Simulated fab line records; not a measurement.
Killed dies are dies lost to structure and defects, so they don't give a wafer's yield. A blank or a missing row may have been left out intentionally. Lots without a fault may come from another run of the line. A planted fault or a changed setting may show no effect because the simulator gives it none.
What tool caused it? -- flow sky130 -- Sampling: 11 lots, 32 wafers, 6 of 708 route steps

## WHAT THE GAUGES SHOWED, per wafer
SKY_SD_N_RS_MEAS_16: a four-point-probe measurement.
lot,measured,on,SD_N_RS (ohm/sq)
L890,day 28 21:10,filmMetro-02,68.83 68.62 68.62
L888,day 29 00:38,filmMetro-03,68.64 68.52 68.58
L892,day 29 09:16,filmMetro-02,68.58 68.64 68.62
L897,day 31 05:10,filmMetro-03,66.50 66.64 66.64
L899,day 31 16:14,filmMetro-02,66.20 66.46 66.43
L907,day 35 02:21,filmMetro-03,68.63 68.63 68.72
L908,day 35 03:22,filmMetro-02,68.57 68.72 68.72
L905,day 35 03:58,filmMetro-02,68.36 68.52 68.39
L906,day 35 06:16,filmMetro-02,68.64 68.61
L910,day 35 06:40,filmMetro-04,68.56 68.53 68.52
L911,day 35 14:34,filmMetro-04,68.37 68.54 68.42

SKY_SD_N_RS_MEAS_18: a four-point-probe measurement.
lot,measured,on,RES_XHIGH_RS (ohm/sq)
L890,day 28 21:25,filmMetro-02,333.4 331.9 333.2
L888,day 29 00:52,filmMetro-03,333.8 333.5 334.6
L892,day 29 09:30,filmMetro-02,332.3 333.7 332.3
L897,day 31 05:24,filmMetro-03,332.2 333.7 332.4
L899,day 31 16:29,filmMetro-02,334.2 334.3 333.9
L907,day 35 02:35,filmMetro-03,334.5 333.3 333.1
L908,day 35 03:37,filmMetro-02,334.3 335.0 333.8
L905,day 35 04:13,filmMetro-02,334.2 335.4 335.3
L906,day 35 06:30,filmMetro-02,331.3 332.4
L910,day 35 06:54,filmMetro-04,333.0 333.0 333.2
L911,day 35 14:48,filmMetro-04,331.2 333.5 332.5

SKY_CONTACT_BOW_MEAS_05.
lot,measured,on,CONTACT_BOW (um)
L890,day 31 10:25,filmMetro-01,89 84 83
L888,day 31 12:26,filmMetro-03,77 85 83
L892,day 31 19:44,filmMetro-03,88 79 84
L897,day 33 15:43,filmMetro-01,94 76 72
L899,day 34 01:19,filmMetro-02,85 88 80
L907,day 37 09:01,filmMetro-03,84 77 87
L908,day 37 10:55,filmMetro-01,85 81 74
L905,day 37 11:26,filmMetro-02,93 77 82
L906,day 37 13:50,filmMetro-01,85 70
L910,day 37 14:31,filmMetro-01,95 93 92
L911,day 37 20:34,filmMetro-03,77 86 87

## WHICH TOOL RAN EACH LOT (tool, then ch and the chambers of the sampled wafers, then the start)
lot,SKY_POLY_CUT_ETCH_11,SKY_SD_N_IMPLANT_09,SKY_SD_N_STRIP_11
L890,"rieDiel-02 ch 0,1,2, day 25 05:08","implanter-01 ch 0, day 28 20:29","plasmaAsher-01 ch 0,1, day 28 20:45"
L888,"rieDiel-02 ch 1,2,3, day 25 09:13","implanter-03 ch 0, day 28 23:56","plasmaAsher-04 ch 0,1, day 29 00:13"
L892,"rieDiel-04 ch 0,1,2, day 25 19:13","implanter-03 ch 0, day 29 08:35","plasmaAsher-02 ch 0,1, day 29 08:53"
L897,"rieDiel-02 ch 1,2,3, day 27 15:55","implanter-03 ch 0, day 31 04:29","plasmaAsher-02 ch 0,1, day 31 04:45"
L899,"rieDiel-01 ch 0,1, day 28 02:35","implanter-03 ch 0, day 31 15:33","plasmaAsher-01 ch 0,1, day 31 15:50"
L907,"rieDiel-01 ch 0,3, day 31 17:59","implanter-02 ch 0, day 35 01:40","plasmaAsher-04 ch 0,1, day 35 01:58"
L908,"rieDiel-04 ch 0,1,2, day 31 18:43","implanter-02 ch 0, day 35 02:41","plasmaAsher-02 ch 0,1, day 35 02:58"
L905,"rieDiel-02 ch 0,1,3, day 31 19:22","implanter-03 ch 0, day 35 03:17","plasmaAsher-04 ch 0,1, day 35 03:35"
L906,"rieDiel-04 ch 0,1, day 31 20:56","implanter-03 ch 0, day 35 05:35","plasmaAsher-04 ch 1, day 35 05:51"
L910,"rieDiel-02 ch 1,2, day 31 21:46","implanter-02 ch 0, day 35 05:59","plasmaAsher-04 ch 0,1, day 35 06:17"
L911,"rieDiel-01 ch 0,1,2, day 32 06:58","implanter-03 ch 0, day 35 13:53","plasmaAsher-04 ch 0,1, day 35 14:11"
- SKY_POLY_CUT_ETCH_11: etches Si3N4 in CF4/CH2F2/Ar, stops on poly-Si, time 42.5 s, target depth 60 nm.
- SKY_SD_N_IMPLANT_09
- SKY_SD_N_STRIP_11: strips in O2/N2.

## WHAT THE TOOLS THEMSELVES READ (means of the sampled wafers that have a number; where no wafer has one, the mark that the record gives instead)
SKY_POLY_CUT_ETCH_11.
lot,tool,drypumpMotorCurrentA (A),oesProductAu (a.u.),throttleValvePct (%)
L890,rieDiel-02,6.2,0.827,14.983
L888,rieDiel-02,6.3,0.839,15.000
L892,rieDiel-04,5.5,0.837,14.995
L897,rieDiel-02,6.3,0.824,14.995
L899,rieDiel-01,6.0,0.829,15.001
L907,rieDiel-01,5.9,0.834,14.990
L908,rieDiel-04,5.5,0.828,14.986
L905,rieDiel-02,6.0,0.826,14.987
L906,rieDiel-04,5.4,0.837,14.987
L910,rieDiel-02,6.4,0.821,14.990
L911,rieDiel-01,5.6,0.839,14.995

SKY_SD_N_IMPLANT_09.
lot,tool,beamEnergyKeV
L890,implanter-01,50.000
L888,implanter-03,50.024
L892,implanter-03,50.015
L897,implanter-03,53.166
L899,implanter-03,53.181
L907,implanter-02,49.997
L908,implanter-02,50.010
L905,implanter-03,50.006
L906,implanter-03,49.997
L910,implanter-02,50.019
L911,implanter-03,50.003

SKY_SD_N_STRIP_11.
lot,tool,drypumpMotorCurrentA (A),oesProductAu (a.u.),stripTimeToEndpointS (s)
L890,plasmaAsher-01,5.8,0.529,22.61
L888,plasmaAsher-04,5.9,0.528,22.60
L892,plasmaAsher-02,5.1,0.528,22.54
L897,plasmaAsher-02,5.1,0.515,23.07
L899,plasmaAsher-01,6.2,0.522,23.05
L907,plasmaAsher-04,5.9,0.526,22.53
L908,plasmaAsher-02,5.1,0.528,22.57
L905,plasmaAsher-04,6.0,0.529,22.63
L906,plasmaAsher-04,6.1,0.528,22.56
L910,plasmaAsher-04,6.0,0.526,22.51
L911,plasmaAsher-04,5.9,0.525,22.58

## THE ANSWER, worked out from the rows above alone
Rule: the lots themselves supply what counts as usual. Put in order of their means at a reading, lots are off if they are a third of the lots or fewer, leave a main group of 4 or more, and stand apart from it by a gap of 3 or more times the standard deviation of the main group's means; of several such gaps the widest counts. A main group is skipped when, at the precision printed for the reading in the tables above, its means are all equal. A lot without any number at a reading at which 4 lots or more have one is off too. The other lots that the step has rows for count as sound. First the gauges in route order, then the tools' own readings, where a lot's mean is used as printed above. The first step at which some lot is off is used, and at that step the reading that is off furthest; a lot without a number counts as furthest.
Off: L897, L899, at SKY_SD_N_RS_MEAS_16 (SD_N_RS). The main group: mean 68.58 ohm/sq, standard deviation 0.091.
If a tool, at a process step before that reading, ran all the lots that are off and no sound lot after the first of them, it fits. Not tried: the gauges at SKY_SD_N_RS_MEAS_16; whatever is off there is also off at SKY_SD_N_IMPLANT_09, on other tools, and gauge error can't account for it. No candidate that was tried fits.

## WHAT THE SIMULATOR HAD INSERTED
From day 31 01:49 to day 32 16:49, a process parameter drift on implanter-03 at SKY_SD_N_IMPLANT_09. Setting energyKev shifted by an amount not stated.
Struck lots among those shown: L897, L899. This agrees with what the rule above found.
